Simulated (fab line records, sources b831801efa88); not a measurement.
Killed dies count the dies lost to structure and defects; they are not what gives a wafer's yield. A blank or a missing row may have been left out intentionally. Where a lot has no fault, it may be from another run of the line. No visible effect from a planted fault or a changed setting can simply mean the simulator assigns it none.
Problem report, 8D (eight disciplines) form, completed by code    flow sky130    the parts of the form that need people (team, actions taken, sign-off) are left out

## 1. PROBLEM STATEMENT
end station pressure torr at SKY_VT_ADJUST_NCORE_IMPLANT_09 reads a mean of 7.67e-05 Torr on 6 wafers of 2 lots; wafers without a fault read 4.99e-06 Torr with a standard deviation of 2.5e-07. So: +99 or more standard deviations from the usual mean.
Earliest sighting: wafer L954.4 on implanter-02 at day 12 19:19. At this step, 39 wafers from 13 lots have a number in the record. Rule for "out" (also "out of limits"): further than 4 standard deviations from the usual mean. The rest of the wafers with a number are treated as sound.

## 2. WHAT THIS IS AND IS NOT
question                     is                                                        is not
which readings at this step  end station pressure torr, beam on s, faraday current uA  -
which lots                   L954, L957                                                L942, L943, L946, L947, L948, L952, L960, L961, L962, L964, L965
which wafers of those lots   all that have a number                                    -
read on which tools          implanter-02                                              implanter-03, implanter-04
when                         from day 12 19:19                                         up to then (18 sound wafers); but 15 sound wafers of L960, L961, L962, L964, L965 came after

## 3. WHAT RULES OUT EACH SUSPECT
Counting: a tool stays on the suspect list if, at a process step up to the reading, it processed all lots that are out and no sound lot following the first of them.
- implanter-02 at SKY_VT_ADJUST_NCORE_IMPLANT_09: kept. Every lot that is out went through it, starting with L954 (day 12 19:19), and after that it ran no sound lot; the last sound lot it ran before then is L952 (day 12 00:39). Its own readings are out on those wafers: beam on s, end station pressure torr, faraday current uA.
Remaining after the count: implanter-02 at SKY_VT_ADJUST_NCORE_IMPLANT_09.

## 4. THE CAUSE (what the simulator had put in)
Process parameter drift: implanter-02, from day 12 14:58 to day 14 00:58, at SKY_VT_ADJUST_NCORE_IMPLANT_09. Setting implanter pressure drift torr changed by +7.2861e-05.
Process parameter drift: implanter-02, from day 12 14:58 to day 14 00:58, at SKY_VT_ADJUST_NCORE_IMPLANT_09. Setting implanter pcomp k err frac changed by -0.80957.
This tool alone remained once counting was done.

## 5. SEQUENCE OF EFFECTS, ordered by route
One row per reading whose mean, taken over the struck wafers that have a number, lies over 3 standard deviations from the usual. Scope: only readings with a usual standard deviation given in the record; hours: median across lots of the time from each lot's start at the first step in this table that gives one to its start at this step; sigmas: change in usual standard deviations.
hours  step                            reading                    usual          on struck wafers  change     sigmas
0      SKY_VT_ADJUST_NCORE_IMPLANT_09  beam on s                  10.02 s        11.40             +1.38      +6.9
0      SKY_VT_ADJUST_NCORE_IMPLANT_09  end station pressure torr  4.99e-06 Torr  7.67e-05          +7.17e-05  +99 or more
0      SKY_VT_ADJUST_NCORE_IMPLANT_09  faraday current uA         13.52          11.64             -1.88      -7.0
Process steps it contains:
- SKY_VT_ADJUST_NCORE_IMPLANT_09
Later measuring or inspecting steps at which every struck wafer that the step has a row for has a number for every such reading, and none has moved that far: SKY_VT_ADJUST_NCORE_TW_MEAS_11.

## 6. WHAT WOULD HAVE CAUGHT IT SOONER
First out-of-limits reading in this record: day 12 19:19, which is 4 hours after fault onset at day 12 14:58.
